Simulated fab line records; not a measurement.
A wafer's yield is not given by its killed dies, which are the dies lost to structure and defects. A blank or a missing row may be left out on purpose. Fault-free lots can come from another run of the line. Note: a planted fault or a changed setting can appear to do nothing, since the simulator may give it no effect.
Code-filled problem report in 8D (eight disciplines) form -- flow sky130 -- the parts of the form that need people (team, actions taken, sign-off) are left out

## 1. WHAT IS WRONG
Mean of strip time to endpoint s at SKY_METAL1_STRIP_20: 5.23 s across 6 wafers in 2 lots; on wafers with no fault it is 2.69 s (standard deviation 0.083). That puts it +31 standard deviations away from the usual mean.
The step: strips in O2/N2.
First observed at day 39 15:14: wafer L150.2, on plasma asher-04. The record holds 30 wafers of 10 lots with a number at this step. Rule for "out" (also "out of limits"): further than 4 standard deviations from the usual mean. The rest of the wafers with a number are treated as sound.

## 2. WHAT IT IS; WHAT IT IS NOT
question,is,is not
which readings at this step,"strip time to endpoint s, oes product au",drypump motor current A
which lots,"L150, L151","L130, L131, L132, L134, L135, L136, L142, L152"
which wafers of those lots,all that have a number,-
read on which tools,plasma asher-04,plasma asher-03
when,from day 39 15:14,up to then (21 sound wafers); but 3 sound wafers of L152 came after

## 3. WHAT RULES OUT EACH SUSPECT
Counting: a tool at any process step up to the reading remains a suspect when it ran all the lots that are out and ran no sound lot after the first of those.
- pvd sputter-04 at SKY_METAL1_SPUTTER_03 (material Ti, target thk 5 nm, time 3.3 s): kept. All lots that are out passed through it, beginning with L150 at day 38 14:15, and no sound lot followed; its final sound lot before that point was L142 at day 36 09:43.
- rie metal-04 at SKY_METAL1_METAL_ETCH_19 (etches the open film in Cl2/BCl3, stops on SiO2, target depth 360 nm, time 78 s): ruled out as a lasting fault. After its first lot that is out, L150 (day 39 15:08), sound lots L152 ran on it.
- plasma asher-04 at SKY_METAL1_STRIP_20 (strips in O2/N2): ruled out as a lasting fault. After its first lot that is out, L150 (day 39 15:14), sound lots L152 ran on it.
Left after counting: pvd sputter-04 at SKY_METAL1_SPUTTER_03.

## 4. THE CAUSE (what the simulator had put in)
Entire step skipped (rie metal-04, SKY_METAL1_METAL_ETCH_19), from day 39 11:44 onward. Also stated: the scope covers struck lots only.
It was ruled out by counting, in error; the rule expects a fault to strike all lots run on its tool from its start on, and this fault did not.

## 5. THE CHAIN OF EFFECTS, in route order
One row per reading whose mean, taken over the struck wafers that have a number, lies over 3 standard deviations from the usual. Scope: only readings with a usual standard deviation given in the record; hours: median across lots of the time from each lot's start at the first step in this table that gives one to its start at this step; sigmas: change in usual standard deviations.
hours,step,reading,usual,on struck wafers,change,sigmas
0,SKY_METAL1_STRIP_20,oes product au,0.343 a.u.,0.447,+0.104,+19
0,SKY_METAL1_STRIP_20,strip time to endpoint s,2.69 s,5.23,+2.54,+31
266,SKY_PAD_OPEN_PROBE_99,defect limited yield,82.8 %,0.0,-82.8,-41
266,SKY_PAD_OPEN_PROBE_99,killed_at_M0_to_M3,43,449,+406,+52
266,SKY_PAD_OPEN_PROBE_99,killed dies,84,492,+408,+42
266,SKY_PAD_OPEN_PROBE_99,killed on rim,17,96,+79,+21
266,SKY_PAD_OPEN_PROBE_99,sort_bin_5_function,10.1 %,92.3,+82.2,+59
266,SKY_PAD_OPEN_PROBE_99,sort n pass,408,0,-408,-42
266,SKY_PAD_OPEN_PROBE_99,sort yield pct,82.8 %,0.0,-82.8,-41
The process steps in it:
- SKY_METAL1_STRIP_20: strips in O2/N2.
- SKY_PAD_OPEN_PROBE_99
Readings that are blank on the struck wafers while sound wafers have them: bcl3 flow sccm at SKY_METAL1_METAL_ETCH_19; bias w at SKY_METAL1_METAL_ETCH_19; drypump motor current A at SKY_METAL1_METAL_ETCH_19; oes product au at SKY_METAL1_METAL_ETCH_19; throttle valve pct at SKY_METAL1_METAL_ETCH_19.

## 6. HOW IT WOULD HAVE BEEN CAUGHT EARLIER
First out-of-limits reading in this record: day 39 15:14, which is 3 hours after fault onset at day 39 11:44.
At SKY_METAL1_METAL_ETCH_19 the tool's readings are blank on the struck wafers, where sound wafers have them: an empty tool record is the first sign, and it was there at once.
